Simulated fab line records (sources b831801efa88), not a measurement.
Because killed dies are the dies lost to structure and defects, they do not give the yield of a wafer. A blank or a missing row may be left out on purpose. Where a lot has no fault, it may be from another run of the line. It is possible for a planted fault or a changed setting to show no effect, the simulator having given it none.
Chamber matching	flow gf180mcu	GF_V5_CVD_00 on hdpcvd-01 has 3 sister chambers
The step deposits SiO2, target thk 300 nm, time 50 s. 14 wafers are shown with their chamber, then 7 later ones without.

== EACH WAFER AND ITS CHAMBER ==
wafer	chamber	sih4-flow-sccm (sccm)
L328.1	2	60.23
L328.4	1	60.12
L328.5	2	60.10
L329.3	0	59.99
L329.4	2	59.99
L329.5	0	60.10
L331.2	0	59.92
L331.3	2	60.12
L331.6	1	60.05
L333.3	2	60.06
L333.4	1	59.99
L333.6	2	59.63
L335.2	1	59.89
L335.3	2	59.99

SIGNATURES (averages over the wafers above)
reading	chamber 0	chamber 1	chamber 2	scatter within a chamber
sih4-flow-sccm	60.0033	60.0125	60.0171	0.154
Rule: distance of a wafer from a chamber = root of the sum over the readings of ((wafer's reading minus chamber's mean) / reading's scatter) squared. If the next closest chamber is less than 2 further off than the closest, the wafer can't be placed; otherwise it belongs to the closest. The scatter is the square root of a quotient: the sum, over the shown wafers, of each reading's squared deviation from its chamber's mean, divided by wafers minus chambers.

== WAFERS WITHOUT THEIR CHAMBER ==
wafer	sih4-flow-sccm (sccm)
L335.5	59.99
L338.1	59.68
L338.3	59.86
L338.6	60.15
L347.1	59.83
L347.2	60.04
L347.6	60.03

== THE CHAMBER EACH PASSED THROUGH ==
wafer	from the rows above	in truth
L335.5	can't be placed: 0 or 1 or 2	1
L338.1	can't be placed: 0 or 1 or 2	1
L338.3	can't be placed: 0 or 1 or 2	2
L338.6	can't be placed: 2 or 1 or 0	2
L347.1	can't be placed: 0 or 1 or 2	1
L347.2	can't be placed: 2 or 1 or 0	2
L347.6	can't be placed: 2 or 1 or 0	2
0 of 7 placed correctly. From these rows, 7 cannot be placed; in 7 the true chamber is one of the candidates. Placed wrongly: 0.
